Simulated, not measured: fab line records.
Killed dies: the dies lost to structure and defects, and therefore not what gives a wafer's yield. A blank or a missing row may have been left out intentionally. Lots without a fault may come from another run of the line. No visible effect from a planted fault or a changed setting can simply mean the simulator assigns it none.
8D (eight disciplines) problem report, filled in by code | flow gf180mcu | the parts of the form that need people (team, actions taken, sign-off) are left out

1. THE ISSUE
V3_CVD_00_THK at GF_V3_THK_MEAS_01 reads a mean of 299 nm on 2 wafers of 2 lots; wafers without a fault read 600 nm with a standard deviation of 5.1. That puts it -59 standard deviations away from the usual mean.
Seen first at day 25 20:25 on film metro-03, wafer L593.4. At this step, 39 wafers from 13 lots have a number in the record. By rule, "out" or "out of limits" means more than 4 standard deviations away from the usual mean. The other wafers with a number count as sound.

2. WHAT IT IS; WHAT IT IS NOT
question                    | is                           | is not
which readings at this step | V3_CVD_00_THK                | -
which lots                  | L593, L595                   | L580, L581, L582, L583, L584, L585, L586, L587, L588, L589, L603
which wafers of those lots  | L593.4, L595.2               | L593.3, L593.6, L595.1, L595.4
read on which gauges        | film metro-03, film metro-04 | film metro-01
when                        | from day 25 20:25            | up to then (32 sound wafers); but 5 sound wafers of L595, L603 came after

3. THE SUSPECTS, EACH WITH WHAT RULES IT OUT
Counting: a tool at a process step up to the reading stays a suspect if it ran every lot that is out. Sound lots after the first of them don't rule it out here, since some wafers of a struck lot are sound.
- the gauge at GF_V3_THK_MEAS_01: ruled out. Those wafers that are out were read across 2 gauges (film metro-03, film metro-04).
- pvd sputter-01 at GF_M3_SPUTTER_02 (material AlCu, target thk 450 nm, time 23.9 s): kept. It processed each lot that is out (first: L593, day 24 22:19); up to then, its last sound lot is L589 (day 23 20:46).
- hdpcvd-02 at GF_V3_CVD_00 (deposits SiO2, target thk 600 nm, time 100 s): kept. It processed each lot that is out (first: L593, day 25 20:19); up to then, its last sound lot is L589 (day 24 19:26). Its own readings are out on those wafers: sih4 flow sccm.
- Within hdpcvd-02 at GF_V3_CVD_00: the wafers that are out ran in chamber 0; their sound lot-mates ran in chambers 1, 2.
After counting, pvd sputter-01 at GF_M3_SPUTTER_02 and hdpcvd-02 at GF_V3_CVD_00 remain.

4. THE CAUSE (what the simulator had put in)
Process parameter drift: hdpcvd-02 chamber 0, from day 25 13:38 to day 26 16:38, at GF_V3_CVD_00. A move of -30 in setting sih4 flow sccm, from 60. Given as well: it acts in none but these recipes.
Of the 2 suspects that counting leaves, this tool is one.

5. SEQUENCE OF EFFECTS, ordered by route
Each row: a reading whose mean over the struck wafers that have a number lies more than 3 standard deviations from the usual. Readings are gone through only where the record gives a usual standard deviation; hours: the median, over the lots, of the time from a lot's start at the first step in this table giving one to that lot's start at this step; sigmas: the change measured in usual standard deviations.
hours | step              | reading        | usual      | on struck wafers | change | sigmas
0     | GF_V3_CVD_00      | sih4 flow sccm | 60.02 sccm | 29.93            | -30.09 | -99 or more
0     | GF_V3_THK_MEAS_01 | V3_CVD_00_THK  | 600 nm     | 299              | -301   | -59
Here are the process steps it includes:
- GF_V3_CVD_00: deposits SiO2, target thk 600 nm, time 100 s.

6. HOW IT WOULD HAVE BEEN CAUGHT EARLIER
Counted from the fault's start at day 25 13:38, it took 7 hours until the first out-of-limits reading at a measuring or inspecting step in this record, taken at day 25 20:25.
At GF_V3_CVD_00, the tool's own readings (sih4 flow sccm) were out on each struck wafer the step has a row for, so an alarm limit on them would have fired on the first such wafer.
L595, from the lots that are out (2), started GF_V3_CVD_00 on hdpcvd-02 later than day 25 20:25. Holding the tool at that time would have saved it.
